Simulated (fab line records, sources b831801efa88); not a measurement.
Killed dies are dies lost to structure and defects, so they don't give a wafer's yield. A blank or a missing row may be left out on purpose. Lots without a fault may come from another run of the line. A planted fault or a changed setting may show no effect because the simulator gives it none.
fab line records | flow sky130
record lots=5 wafers=15 last_day=50
route steps=708 shown FIELD_ISO@13 NWELL@32 DNWELL@35 PWDE@45
lots that met no fault: from a run of the same line without faults
start_h: hours from the record's first day to the start of the lot's first wafer shown | wait_h: hours since the lot's step before | " the same as in the row above | L1.1+2: a row that stands for several wafers | - no value, or no start given | * or withheld: withheld | < > ~ a bound
route shown NAME@n: a module of which the file shows steps, and the number in the route of the first | usual: mean/standard deviation of fault-free wafers | same: alike in all rows | chamber/n: place in a boat | sites: the reading at each site | _std_site: their standard deviation | _edge_site: outer sites' mean less inner sites' | radius_mm: how far each site lies from the wafer's centre | mask NAME#n: copy n | behind: the tool/chamber that last shaped the wafer | hold: why the lot was held/for how many hours/how that ended | device: the transistor (n, p or np) that didn't switch | end of line: the same wafers' tests at the end of the route | a step without rows: its recipe alone | killed: dies lost to structure and defects at the first sort, not the wafer's yield | map: a wafer's dies, x killed, . not, _ none there
set.NAME: the setting as run; set.NAME@STEP: as run at that earlier step | model.NAME: the simulator's own value behind a step, which no gauge read
lots at some steps of the route; a table a step, a row a wafer
services: from which hour (start_h, from the record's first day; less than 0 if before it) a tool's chamber was out of use, for how many hours, and why
## steps
# step SKY_FIELD_ISO_DEVELOP_12
# recipe develop_time_s=60 resist=KrF-thick dev_temp_c=21
# columns lot.wafer tool chamber start_h wait_h
L075.1+2+4 litho_track-04 0 - -
L078.2+5+6 litho_track-01 0 - -
L085.1+3+4 litho_track-01 0 - -
L093.2+3+5 litho_track-01 0 - -
L097.1+4+5 litho_track-01 0 - -
# step SKY_FIELD_ISO_CD_MEAS_13
# recipe target_cd_nm=150
# usual cd_nm=149.4/1.8
# columns lot.wafer tool chamber start_h wait_h cd_nm
L075.1 cd_sem-02 - 33.52 - 145.1
L075.2 " - " " 146.6
L075.4 " - " " 146.2
L078.2 cd_sem-02 - 51.33 - 149.0
L078.5 " - " " 148.4
L078.6 " - " " 147.5
L085.1 cd_sem-01 - 84.61 - 148.9
L085.3 " - " " 149.6
L085.4 " - " " 151.1
L093.2 cd_sem-01 - 126.83 - 149.3
L093.3 " - " " 148.2
L093.5 " - " " 149.4
L097.1 cd_sem-01 - 150.16 - 150.1
L097.4 " - " " 149.8
L097.5 " - " " 150.0
# step SKY_FIELD_ISO_ETCH_14
# recipe chemistry=N2/H2 target=BARC ion_energy_ev=200 source_w=500 bias_w=100 pressure_mtorr=30 n2_flow_sccm=100 h2_flow_sccm=200 stop_on=SiO2 time_s=45.9 target_depth_a=600
# usual drypump_motor_current_A=5.7/0.44 oes_product_au=0.855/0.0053 throttle_valve_pct=13.224/0.0092
# columns lot.wafer tool chamber start_h wait_h drypump_motor_current_A oes_product_au rf_hours_counter_h throttle_valve_pct
L075.1 rie_diel-03 2 33.64 0.1 5.7 0.859 119 13.227
L075.2 " 0 " " 5.2 0.860 6 13.222
L075.4 " 3 " " 6.4 0.854 130 13.223
L078.2 rie_diel-04 1 51.43 0.1 5.3 0.859 107 13.233
L078.5 " 3 " " 5.8 0.856 - 13.232
L078.6 " 0 " " 6.0 0.860 - 13.230
L085.1 rie_diel-04 2 84.73 0.1 5.6 0.852 4 13.213
L085.3 " 1 " " 5.3 0.848 108 13.227
L085.4 " 0 " " 6.0 0.855 82 13.219
L093.2 rie_diel-03 1 126.93 0.1 4.8 0.861 126 13.227
L093.3 " 0 " " 5.1 0.855 7 13.227
L093.5 " 0 " " 5.2 0.854 - 13.210
L097.1 rie_diel-03 3 150.28 0.1 6.4 0.848 132 13.230
L097.4 " 1 " " 4.8 0.867 126 13.227
L097.5 " 3 " " 6.4 0.856 - 13.222
# step SKY_FIELD_ISO_ETCH_15
# recipe chemistry=CHF3/O2 target_depth_nm=180 stop_on=Si source_w=600 bias_w=200 pressure_mtorr=40 chf3_flow_sccm=50 O2_flow_sccm=5 time_s=72
# usual drypump_motor_current_A=5.7/0.44 oes_product_au=0.945/0.0071 throttle_valve_pct=8.845/0.0091
# columns lot.wafer tool chamber start_h wait_h drypump_motor_current_A oes_product_au rf_hours_counter_h throttle_valve_pct
L075.1 rie_diel-03 2 33.68 0.0 5.7 0.941 119 8.843
L075.2 " 0 " " 5.1 0.947 6 8.836
L075.4 " 3 " " 6.4 0.956 130 8.851
L078.2 rie_diel-04 1 51.47 0.0 5.3 0.952 107 8.838
L078.5 " 3 " " 5.7 0.949 - 8.846
L078.6 " 0 " " 6.0 0.943 - 8.842
L085.1 rie_diel-04 2 84.77 0.0 5.6 0.951 4 8.849
L085.3 " 1 " " 5.3 0.946 108 8.838
L085.4 " 0 " " 6.0 0.946 82 8.841
L093.2 rie_diel-03 1 126.97 0.0 4.8 0.953 126 8.853
L093.3 " 0 " " 5.2 0.953 7 8.849
L093.5 " 0 " " 5.1 0.954 - 8.840
L097.1 rie_diel-03 3 150.32 0.0 6.4 0.950 132 8.840
L097.4 " 1 " " 4.8 0.958 126 8.843
L097.5 " 3 " " 6.4 0.947 - 8.849
# step SKY_FIELD_ISO_STRIP_16
# recipe chemistry=O2/N2 power_w=1400 pressure_mtorr=1500 platen_temp_c=withheld o2_flow_sccm=3000 n2_flow_sccm=300 overash_fraction=0.5
# usual drypump_motor_current_A=5.7/0.34 o2_flow_sccm=2998/8.6 oes_product_au=0.378/0.0046 strip_time_to_endpoint_s=3.546/0.026
# same overash_fraction=0.5
# columns lot.wafer tool chamber start_h wait_h drypump_motor_current_A o2_flow_sccm oes_product_au rf_hours_counter_h strip_time_to_endpoint_s
L075.1 plasma_asher-02 0 33.74 0.0 6.6 2983 0.385 34 3.569
L075.2 " 1 " " 5.4 2990 0.374 34 3.544
L075.4 " 0 " " 6.6 2985 0.376 - 3.530
L078.2 plasma_asher-01 1 51.53 0.0 5.8 2986 0.373 23 3.534
L078.5 " 1 " " 5.7 3000 0.381 - 3.502
L078.6 " 0 " " 5.3 3005 0.377 - 3.526
L085.1 plasma_asher-03 1 84.82 0.0 5.9 2985 0.372 39 3.559
L085.3 " 0 " " 5.8 2995 0.372 - 3.524
L085.4 " 1 " " 5.9 3007 0.382 - 3.553
L093.2 plasma_asher-03 0 127.02 0.0 5.8 2996 0.382 44 3.581
L093.3 " 0 " " 5.8 2993 0.373 - 3.558
L093.5 " 1 " " 6.0 2996 0.378 - 3.574
L097.1 plasma_asher-01 0 150.37 0.0 5.3 2995 0.383 34 3.538
L097.4 " 1 " " 5.7 2998 0.373 - 3.564
L097.5 " 1 " " 5.8 3003 0.380 - 3.544
# step SKY_FIELD_ISO_ETCH_17
# recipe target_depth_a=3420 mask_material=Si3N4 chemistry=HBr/Cl2/O2 target=Si taper_deg=5 icp_w=600 bias_w=150 pressure_mtorr=15 HBr_flow_sccm=150 Cl2_flow_sccm=40 O2_flow_sccm=6 time_s=97.7
# usual drypump_motor_current_A=5.6/0.49 oes_product_au=0.999/0.0075 throttle_valve_pct=25.657/0.011
# columns lot.wafer tool chamber start_h wait_h drypump_motor_current_A oes_product_au rf_hours_counter_h throttle_valve_pct
L075.1 rie_si-02 1 33.84 0.1 5.6 1.003 37 25.664
L075.2 " 3 " " 6.5 0.989 1 25.656
L075.4 " 3 " " 6.5 0.993 - 25.673
L078.2 rie_si-02 0 51.62 0.1 6.3 1.001 1 25.655
L078.5 " 2 " " 5.3 0.993 - 25.659
L078.6 " 3 " " 6.5 0.994 - 25.659
L085.1 rie_si-01 2 84.92 0.1 5.5 1.007 148 25.661
L085.3 " 1 " " 5.2 0.999 112 25.664
L085.4 " 3 " " 5.4 1.007 63 25.640
L093.2 rie_si-01 2 127.12 0.1 5.5 0.998 0 25.642
L093.3 " 3 " " 5.3 1.012 63 25.667
L093.5 " 2 " " 5.5 0.999 - 25.666
L097.1 rie_si-01 1 150.47 0.1 5.2 1.001 113 25.655
L097.4 " 2 " " 5.5 0.999 0 25.657
L097.5 " 2 " " 5.5 1.005 - 25.659
# step SKY_FIELD_ISO_WET_ETCH_18
# recipe chemistry=H3PO4 target_depth_nm=25 temp_c=160 target=Si3N4 time_s=286
# usual temp_c=159.99/0.14
# columns lot.wafer tool chamber start_h wait_h temp_c
L075.1 wet_bench-03 1 33.91 0.0 159.97
L075.2 " 1 " " 160.07
L075.4 " 1 " " 159.99
L078.2 wet_bench-02 0 51.70 0.0 159.98
L078.5 " 0 " " 159.77
L078.6 " 0 " " 159.68
L085.1 wet_bench-03 3 85.00 0.0 160.11
L085.3 " 3 " " 159.95
L085.4 " 3 " " 159.96
L093.2 wet_bench-02 1 127.20 0.0 160.35
L093.3 " 1 " " 160.10
L093.5 " 1 " " 160.31
L097.1 wet_bench-02 0 150.55 0.0 160.19
L097.4 " 0 " " 159.98
L097.5 " 0 " " 160.02
# step SKY_FIELD_ISO_CLEAN_19
# recipe chemistry=SC1/SC2 mix=1:4:20 temp_c=70 time_s=150
# usual temp_c=70.00/0.13
# columns lot.wafer tool chamber start_h wait_h temp_c
L075.1 wet_bench-02 3 34.00 0.0 69.71
L075.2 " 3 " " 69.88
L075.4 " 3 " " 69.81
L078.2 wet_bench-03 2 51.79 0.0 69.98
L078.5 " 2 " " 70.07
L078.6 " 2 " " 69.92
L085.1 wet_bench-03 1 85.08 0.0 69.99
L085.3 " 1 " " 70.03
L085.4 " 1 " " 70.11
L093.2 wet_bench-03 1 127.29 0.0 69.88
L093.3 " 1 " " 69.81
L093.5 " 1 " " 69.69
L097.1 wet_bench-03 0 150.63 0.0 69.78
L097.4 " 0 " " 69.89
L097.5 " 0 " " 69.86
# step SKY_FIELD_ISO_CLEAN_20
# recipe chemistry=dHF time_s=20 dilution=100:1
# columns lot.wafer tool chamber start_h wait_h
L075.1+2+4 wet_bench-03 2 34.05 0.0
L078.2+5+6 wet_bench-01 2 51.84 0.0
L085.1+3+4 wet_bench-03 0 85.13 0.0
L093.2+3+5 wet_bench-01 1 127.34 0.0
L097.1+4+5 wet_bench-01 2 150.68 0.0
# step SKY_FIELD_ISO_WET_ETCH_21
# recipe chemistry=dHF dilution=100:1 target_depth_nm=20 dry=ipa_marangoni target=SiO2 temp_c=25 time_s=400
# usual temp_c=25.00/0.098
# columns lot.wafer tool chamber start_h wait_h temp_c
L075.1 wet_bench-02 1 34.07 0.0 25.17
L075.2 " 1 " " 24.98
L075.4 " 1 " " 24.97
L078.2 wet_bench-02 3 51.86 0.0 25.04
L078.5 " 3 " " 25.05
L078.6 " 3 " " 25.15
L085.1 wet_bench-02 3 85.15 0.0 25.16
L085.3 " 3 " " 25.07
L085.4 " 3 " " 25.04
L093.2 wet_bench-02 0 127.36 0.0 24.91
L093.3 " 0 " " 24.90
L093.5 " 0 " " 25.00
L097.1 wet_bench-02 1 150.70 0.0 25.23
L097.4 " 1 " " 25.00
L097.5 " 1 " " 25.13
# step SKY_FIELD_ISO_OXIDATION_22
# recipe temp_c=950 ambient=O2 stabilise_s=600 purge_s=300 target_thk_a=100 ox_time_s=623
# usual spike_tc_bottom_C=971.3/2 spike_tc_upper_C=950.9/0.95
# columns lot.wafer tool chamber start_h wait_h spike_tc_bottom_C spike_tc_upper_C
L075.1 furnace-02 0 34.84 0.6 971.3 948.8
L075.2 " 0 " " 971.9 951.1
L075.4 " 0 " " 972.8 949.9
L078.2 furnace-02 0 54.15 2.2 973.3 951.3
L078.5 " 0 " " 972.0 950.5
L078.6 " 0 " " 974.5 952.1
L085.1 furnace-02 0 85.51 0.2 974.0 949.4
L085.3 " 0 " " 971.2 949.4
L085.4 " 0 " " 973.8 951.0
L093.2 furnace-01 0 129.89 2.4 968.6 952.3
L093.3 " 0 " " 971.6 951.1
L093.5 " 0 " " 970.9 952.0
L097.1 furnace-01 0 151.63 0.8 967.5 950.9
L097.4 " 0 " " 969.1 950.7
L097.5 " 0 " " 969.8 952.2
# step SKY_FIELD_ISO_THK_MEAS_23
# recipe reads=SiO2_of_FIELD_ISO_OXIDATION_22
# usual FIELD_ISO_OXIDATION_01_THK=9.95/0.2
# columns lot.wafer tool chamber start_h wait_h FIELD_ISO_OXIDATION_01_THK[nm]
L075.1 film_metro-04 - 36.01 0.0 10.14
L075.2 " - " " 10.06
L075.4 " - " " 10.12
L078.2 film_metro-04 - 55.33 0.0 9.96
L078.5 " - " " 10.04
L078.6 " - " " 10.07
L085.1 film_metro-02 - 86.69 0.0 10.26
L085.3 " - " " 9.85
L085.4 " - " " 10.25
L093.2 film_metro-01 - 131.07 0.0 9.79
L093.3 " - " " 9.91
L093.5 " - " " 9.57
L097.1 film_metro-02 - 152.81 0.0 10.05
L097.4 " - " " 10.03
L097.5 " - " " 10.02
# step SKY_FIELD_ISO_CVD_24
# recipe material=SiO2 target_thk_nm=595 temp_c=650 sigma_open_frac=0.3 time_s=99.2 sih4_flow_sccm=60 pressure_mtorr=6
# columns lot.wafer tool chamber start_h wait_h
L075.1+2+4 hdpcvd-01 2,1,2 36.07 0.1
L078.2+5+6 hdpcvd-02 2,0,2 55.38 0.0
L085.1+3+4 hdpcvd-02 2,1,0 86.75 0.1
L093.2+3+5 hdpcvd-02 1,0,1 131.12 0.0
L097.1+4+5 hdpcvd-01 2,0,1 152.87 0.1
# step SKY_FIELD_ISO_THK_MEAS_25
# recipe reads=SiO2_of_FIELD_ISO_CVD_24
# usual FIELD_ISO_CVD_24_THK=598/5.4
# columns lot.wafer tool chamber start_h wait_h FIELD_ISO_CVD_24_THK[nm]
L075.1 film_metro-02 - 36.14 0.0 607
L075.2 " - " " 607
L075.4 " - " " 605
L078.2 film_metro-01 - 55.46 0.0 603
L078.5 " - " " 601
L078.6 " - " " 590
L085.1 film_metro-01 - 86.82 0.0 592
L085.3 " - " " 600
L085.4 " - " " 594
L093.2 film_metro-02 - 131.20 0.0 595
L093.3 " - " " 599
L093.5 " - " " 602
L097.1 film_metro-02 - 152.94 0.0 605
L097.4 " - " " 603
L097.5 " - " " 600
# step SKY_FIELD_ISO_ANNEAL_26
# recipe temp_c=1000 time_s=1800 ambient=N2
# usual spike_tc_bottom_C=1020.8/2 spike_tc_upper_C=1000.8/1
# columns lot.wafer tool chamber start_h wait_h spike_tc_bottom_C spike_tc_upper_C
L075.1 furnace-02 0 38.89 2.7 1023.1 1001.2
L075.2 " 0 " " 1022.0 1001.3
L075.4 " 0 " " 1022.0 1001.3
L078.2 furnace-02 0 55.51 0.0 1022.1 1001.3
L078.5 " 0 " " 1024.1 1001.9
L078.6 " 0 " " 1023.8 1002.2
L085.1 furnace-01 0 88.03 1.2 1020.0 1001.7
L085.3 " 0 " " 1020.1 1001.3
L085.4 " 0 " " 1017.9 1000.7
L093.2 furnace-02 0 131.39 0.2 1023.1 1001.3
L093.3 " 0 " " 1024.4 999.8
L093.5 " 0 " " 1023.7 999.6
L097.1 furnace-02 0 153.44 0.5 1022.6 1000.4
L097.4 " 0 " " 1024.8 999.7
L097.5 " 0 " " 1022.6 1001.7
# step SKY_FIELD_ISO_CMP_27
# recipe stop_on=Si3N4 t_overpolish_s=16 down_force_psi=4 platen_rpm=60 target_thk_nm=457.8 pad_velocity_m_s=0.94248
# usual motor_current_A=12.4/1.4 overpolish_run_s=15.999/0.0087 platen_rpm=60.00/0.04 slurry_flow_ml_min=150.0/0.45 time_to_endpoint_s=112/3.6
# columns lot.wafer tool chamber start_h wait_h motor_current_A overpolish_run_s platen_rpm slurry_flow_ml_min time_to_endpoint_s
L075.2 cmp-02 0 40.39 0.0 13.4 15.996 59.96 149.6 119
L075.1 " 2 " " 13.9 15.997 59.97 150.7 119
L075.4 " 3 " " 10.9 15.994 60.05 150.4 111
L078.2 cmp-02 0 57.01 0.0 12.6 15.994 60.06 150.0 122
L078.6 " 0 " " 12.3 15.993 60.03 149.7 113
L078.5 " 1 " " 10.9 16.001 60.01 150.1 112
L085.3 cmp-01 1 89.53 0.0 11.1 15.987 60.01 149.5 110
L085.4 " 2 " " 11.5 15.991 59.95 150.1 111
L085.1 " 3 " " 12.9 15.997 59.99 150.2 109
L093.2 cmp-01 2 132.99 0.1 11.9 16.004 59.94 149.8 113
L093.3 " 3 " " 13.4 16.000 59.95 150.2 113
L093.5 " 1 " " 11.3 16.010 60.02 149.7 114
L097.4 cmp-02 0 154.99 0.1 12.1 16.000 59.93 150.1 114
L097.1 " 2 " " 14.0 15.996 60.02 150.9 110
L097.5 " 3 " " 10.7 15.993 60.01 150.2 109
# step SKY_FIELD_ISO_WET_ETCH_28
# recipe chemistry=dHF target_depth_nm=23.7 target=SiO2 dilution=10:1 temp_c=25 time_s=47
# usual temp_c=24.99/0.11
# columns lot.wafer tool chamber start_h wait_h temp_c
L075.1 wet_bench-01 0 40.69 0.1 25.02
L075.2 " 0 " " 25.10
L075.4 " 0 " " 25.07
L078.2 wet_bench-03 2 57.31 0.2 25.02
L078.5 " 2 " " 25.04
L078.6 " 2 " " 24.92
L085.1 wet_bench-03 3 89.83 0.1 25.16
L085.3 " 3 " " 25.11
L085.4 " 3 " " 25.05
L093.2 wet_bench-02 0 133.19 0.1 24.89
L093.3 " 0 " " 25.00
L093.5 " 0 " " 25.00
L097.1 wet_bench-01 0 155.24 0.1 25.09
L097.4 " 0 " " 25.05
L097.5 " 0 " " 25.14
# step SKY_FIELD_ISO_WET_ETCH_29
# recipe chemistry=H3PO4 target_depth_nm=160 target=Si3N4 temp_c=160 time_s=1825
# usual temp_c=160.03/0.14
# columns lot.wafer tool chamber start_h wait_h temp_c
L075.1 wet_bench-02 1 40.71 0.0 159.92
L075.2 " 1 " " 159.92
L075.4 " 1 " " 159.95
L078.2 wet_bench-02 3 57.33 0.0 159.88
L078.5 " 3 " " 160.08
L078.6 " 3 " " 160.04
L085.1 wet_bench-02 0 89.87 0.0 160.07
L085.3 " 0 " " 160.21
L085.4 " 0 " " 160.31
L093.2 wet_bench-03 2 133.22 0.0 159.92
L093.3 " 2 " " 160.38
L093.5 " 2 " " 159.97
L097.1 wet_bench-02 3 155.27 0.0 159.91
L097.4 " 3 " " 160.08
L097.5 " 3 " " 159.98
# step SKY_FIELD_ISO_WET_ETCH_30
# recipe chemistry=dHF target_depth_nm=25 target=SiO2 dilution=10:1 temp_c=25 time_s=50
# usual temp_c=25.03/0.11
# columns lot.wafer tool chamber start_h wait_h temp_c
L075.1 wet_bench-03 2 41.27 0.0 25.11
L075.2 " 2 " " 25.19
L075.4 " 2 " " 25.11
L078.2 wet_bench-03 3 57.90 0.0 25.15
L078.5 " 3 " " 25.12
L078.6 " 3 " " 25.18
L085.1 wet_bench-03 3 90.38 0.0 24.88
L085.3 " 3 " " 25.21
L085.4 " 3 " " 25.11
L093.2 wet_bench-01 3 133.73 0.0 24.88
L093.3 " 3 " " 24.84
L093.5 " 3 " " 25.10
L097.1 wet_bench-03 0 155.78 0.0 25.07
L097.4 " 0 " " 25.05
L097.5 " 0 " " 25.04
# step SKY_NWELL_CLEAN_00
# recipe chemistry=SC1/SC2 mix=1:4:20 temp_c=70 time_s=150 dry=n2_spin
# usual temp_c=70.03/0.1
# columns lot.wafer tool chamber start_h wait_h temp_c
L075.1 wet_bench-01 2 41.29 0.0 70.11
L075.2 " 2 " " 69.90
L075.4 " 2 " " 70.01
L078.2 wet_bench-01 2 57.92 0.0 70.01
L078.5 " 2 " " 69.90
L078.6 " 2 " " 69.94
L085.1 wet_bench-01 0 90.43 0.0 70.01
L085.3 " 0 " " 70.23
L085.4 " 0 " " 70.07
L093.2 wet_bench-02 0 133.76 0.0 69.93
L093.3 " 0 " " 70.08
L093.5 " 0 " " 70.05
L097.1 wet_bench-03 1 155.80 0.0 70.07
L097.4 " 1 " " 69.95
L097.5 " 1 " " 69.99
# step SKY_NWELL_OXIDATION_01
# recipe temp_c=900 ambient=O2 stabilise_s=600 purge_s=300 target_thk_a=100 ox_time_s=1418
# usual spike_tc_bottom_C=920.8/1.9 spike_tc_upper_C=900.8/0.93
# columns lot.wafer tool chamber start_h wait_h spike_tc_bottom_C spike_tc_upper_C
L075.1 furnace-01 0 43.73 2.4 920.6 901.5
L075.2 " 0 " " 917.5 899.8
L075.4 " 0 " " 919.2 902.6
L078.2 furnace-02 0 58.53 0.6 922.0 900.9
L078.5 " 0 " " 923.5 899.3
L078.6 " 0 " " 922.9 900.6
L085.1 furnace-01 0 91.58 1.1 920.5 900.3
L085.3 " 0 " " 919.3 900.1
L085.4 " 0 " " 918.6 898.9
L093.2 furnace-02 0 133.81 0.0 923.7 902.0
L093.3 " 0 " " 922.8 901.1
L093.5 " 0 " " 923.7 900.0
L097.1 furnace-01 0 156.14 0.3 920.8 899.8
L097.4 " 0 " " 918.7 900.9
L097.5 " 0 " " 918.4 900.2
# step SKY_NWELL_THK_MEAS_02
# recipe reads=SiO2_of_NWELL_OXIDATION_01
# usual NWELL_OXIDATION_THK=9.97/0.17
# columns lot.wafer tool chamber start_h wait_h NWELL_OXIDATION_THK[nm]
L075.1 film_metro-02 - 45.12 0.0 9.73
L075.2 " - " " 9.58
L075.4 " - " " 9.68
L078.2 film_metro-04 - 59.93 0.0 9.95
L078.5 " - " " 10.00
L078.6 " - " " 10.00
L085.1 film_metro-03 - 92.98 0.0 9.77
L085.3 " - " " 9.92
L085.4 " - " " 9.71
L093.2 film_metro-04 - 135.21 0.0 9.75
L093.3 " - " " 9.97
L093.5 " - " " 9.79
L097.1 film_metro-02 - 157.53 0.0 10.27
L097.4 " - " " 10.18
L097.5 " - " " 9.98
# step SKY_DNWELL_DEHYDRATE_00
# recipe temp_c=200 time_s=60
# columns lot.wafer tool chamber start_h wait_h
L075.1+2+4 litho_track-04 0 52.02 6.9
L078.2+5+6 litho_track-04 0 67.19 7.3
L085.1+3+4 litho_track-02 0 100.89 7.9
L093.2+3+5 litho_track-03 0 143.99 8.8
L097.1+4+5 litho_track-03 0 167.11 9.6
# step SKY_DNWELL_HMDS_01
# recipe prime_time_s=60 prime_temp_c=120
# columns lot.wafer tool chamber start_h wait_h
L075.1+2+4 litho_track-04 0 52.17 0.1
L078.2+5+6 litho_track-04 0 67.34 0.1
L085.1+3+4 litho_track-02 0 101.04 0.1
L093.2+3+5 litho_track-03 0 144.14 0.1
L097.1+4+5 litho_track-03 0 167.26 0.1
# step SKY_DNWELL_COAT_02
# recipe spin_rpm=2000 resist_thk_nm=3000
# columns lot.wafer tool chamber start_h wait_h
L075.1+2+4 litho_track-04 0 52.32 0.1
L078.2+5+6 litho_track-04 0 67.49 0.1
L085.1+3+4 litho_track-02 0 101.19 0.1
L093.2+3+5 litho_track-03 0 144.29 0.1
L097.1+4+5 litho_track-03 0 167.41 0.1
# step SKY_DNWELL_SOFTBAKE_03
# recipe temp_c=110 time_s=withheld
# columns lot.wafer tool chamber start_h wait_h
L075.1+2+4 litho_track-04 0 52.47 0.1
L078.2+5+6 litho_track-04 0 67.65 0.1
L085.1+3+4 litho_track-02 0 101.34 0.1
L093.2+3+5 litho_track-03 0 144.45 0.1
L097.1+4+5 litho_track-03 0 167.56 0.1
# step SKY_DNWELL_EXPOSE_04
# recipe mask_id=DNM na=0.57 target_cd_nm=3000 dose_mj=222
# columns lot.wafer tool chamber start_h wait_h mask
L075.1+2+4 iline_stepper-02 0 - - DNM#0
L078.2+5+6 iline_stepper-02 0 - - DNM#0
L085.1+3+4 iline_stepper-02 0 - - DNM#0
L093.2+3+5 iline_stepper-02 0 - - DNM#0
L097.1+4+5 iline_stepper-02 0 - - DNM#0
# step SKY_DNWELL_PEB_05
# recipe temp_c=115 time_s=withheld
# columns lot.wafer tool chamber start_h wait_h
L075.1+2+4 litho_track-03 0 - -
L078.2+5+6 litho_track-02 0 - -
L085.1+3+4 litho_track-02 0 - -
L093.2+3+5 litho_track-02 0 - -
L097.1+4+5 litho_track-02 0 - -
# step SKY_DNWELL_DEVELOP_06
# recipe wall_angle_deg=90 developer=TMAH develop_time_s=60 dev_temp_c=23
# columns lot.wafer tool chamber start_h wait_h
L075.1+2+4 litho_track-03 0 - -
L078.2+5+6 litho_track-02 0 - -
L085.1+3+4 litho_track-02 0 - -
L093.2+3+5 litho_track-02 0 - -
L097.1+4+5 litho_track-02 0 - -
# step SKY_DNWELL_IMPLANT_07
# recipe species=P energy_kev=withheld dose_cm2=withheld tilt_deg=withheld
# columns lot.wafer tool chamber start_h wait_h
L075.1+2+4 implanter-04 0 60.71 -
L078.2+5+6 implanter-02 0 75.91 -
L085.1+3+4 implanter-02 0 110.64 -
L093.2+3+5 implanter-02 0 155.21 -
L097.1+4+5 implanter-02 0 178.19 -
# step SKY_DNWELL_STRIP_08
# recipe chemistry=O2/N2 power_w=1400 pressure_mtorr=1500 platen_temp_c=withheld o2_flow_sccm=3000 n2_flow_sccm=300 overash_fraction=0.5
# usual drypump_motor_current_A=5.7/0.44 o2_flow_sccm=3000/8.6 oes_product_au=0.723/0.0045 strip_time_to_endpoint_s=36.90/0.1
# same overash_fraction=0.5
# columns lot.wafer tool chamber start_h wait_h drypump_motor_current_A o2_flow_sccm oes_product_au rf_hours_counter_h strip_time_to_endpoint_s
L075.1 plasma_asher-02 0 60.86 0.1 6.6 3007 0.729 37 36.83
L075.2 " 1 " " 5.4 2994 0.725 37 36.93
L075.4 " 0 " " 6.6 3002 0.724 - 36.81
L078.2 plasma_asher-02 0 76.04 0.1 6.6 3010 0.718 39 37.09
L078.5 " 0 " " 6.6 3010 0.727 - 37.07
L078.6 " 1 " " 5.5 3005 0.730 - 37.14
L085.1 plasma_asher-01 1 110.79 0.1 5.8 2994 0.723 29 36.78
L085.3 " 0 " " 5.3 3020 0.716 - 36.83
L085.4 " 1 " " 5.7 2995 0.717 - 36.89
L093.2 plasma_asher-01 1 155.34 0.1 5.7 2998 0.723 35 36.87
L093.3 " 0 " " 5.3 3001 0.719 - 36.80
L093.5 " 1 " " 5.7 2996 0.716 - 36.82
L097.1 plasma_asher-01 0 178.41 0.2 5.3 3006 0.723 39 36.96
L097.4 " 0 " " 5.2 3006 0.724 - 37.09
L097.5 " 0 " " 5.2 3004 0.722 - 37.08
# step SKY_DNWELL_TW_MEAS_09
# usual DNWELL_TW=1112/10
# columns lot.wafer tool chamber start_h wait_h DNWELL_TW
L075.1 film_metro-04 - 60.96 0.1 1115
L075.2 " - " " 1109
L075.4 " - " " 1112
L078.2 film_metro-02 - 76.15 0.1 1127
L078.5 " - " " 1123
L078.6 " - " " 1122
L085.1 film_metro-03 - 110.89 0.1 1101
L085.3 " - " " 1098
L085.4 " - " " 1098
L093.2 film_metro-04 - 155.45 0.1 1119
L093.3 " - " " 1129
L093.5 " - " " 1125
L097.1 film_metro-04 - 178.51 0.1 1121
L097.4 " - " " 1109
L097.5 " - " " 1109
# step SKY_PWDE_DEHYDRATE_00
# recipe temp_c=200 time_s=60
# columns lot.wafer tool chamber start_h wait_h
L075.1+2+4 litho_track-01 0 68.06 7.1
L078.2+5+6 litho_track-02 0 83.66 7.5
L085.1+3+4 litho_track-03 0 118.36 7.5
L093.2+3+5 litho_track-03 0 164.44 9.0
L097.1+4+5 litho_track-01 0 188.06 9.5
# step SKY_PWDE_HMDS_01
# recipe prime_time_s=60 prime_temp_c=120
# columns lot.wafer tool chamber start_h wait_h
L075.1+2+4 litho_track-01 0 68.21 0.1
L078.2+5+6 litho_track-02 0 83.81 0.1
L085.1+3+4 litho_track-03 0 118.51 0.1
L093.2+3+5 litho_track-03 0 164.59 0.1
L097.1+4+5 litho_track-01 0 188.21 0.1
# step SKY_PWDE_COAT_02
# recipe spin_rpm=2000 resist_thk_nm=3000
# columns lot.wafer tool chamber start_h wait_h
L075.1+2+4 litho_track-01 0 68.36 0.1
L078.2+5+6 litho_track-02 0 83.96 0.1
L085.1+3+4 litho_track-03 0 118.66 0.1
L093.2+3+5 litho_track-03 0 164.74 0.1
L097.1+4+5 litho_track-01 0 188.36 0.1
# step SKY_PWDE_SOFTBAKE_03
# recipe temp_c=110 time_s=withheld
# columns lot.wafer tool chamber start_h wait_h
L075.1+2+4 litho_track-01 0 68.51 0.1
L078.2+5+6 litho_track-02 0 84.12 0.1
L085.1+3+4 litho_track-03 0 118.81 0.1
L093.2+3+5 litho_track-03 0 164.90 0.1
L097.1+4+5 litho_track-01 0 188.51 0.1
## services
# columns tool chamber start_h hours kind
rie_diel-04 1 9.63 19.4 repair
furnace-01 - 10.16 4.0 repair
implanter-02 - 14.94 3.2 repair
rie_diel-03 1 16.93 15.7 repair
furnace-01 - 27.07 2.3 pm
rie_si-01 2 27.88 7.5 repair
rie_si-01 - 32.12 1.0 repair
plasma_asher-01 - 39.78 9.3 repair
rie_si-01 0 40.39 13.8 repair
furnace-02 - 40.71 5.3 repair
implanter-02 - 50.59 1.3 repair
furnace-02 - 51.54 2.6 pm
rie_diel-03 2 75.97 5.6 repair
wet_bench-01 - 78.99 4.0 repair
rie_diel-03 0 80.48 16.3 repair
iline_stepper-02 - 86.11 5.5 repair
wet_bench-02 - 91.48 0.9 repair
rie_diel-04 1 140.65 19.8 repair
furnace-01 - 159.60 4.2 pm
iline_stepper-02 - 162.93 1.1 repair
iline_stepper-02 - 163.98 1.7 pm
wet_bench-03 - 171.53 4.0 repair
furnace-02 - 176.78 1.3 repair
furnace-01 - 180.81 4.5 pm
## key
fault none
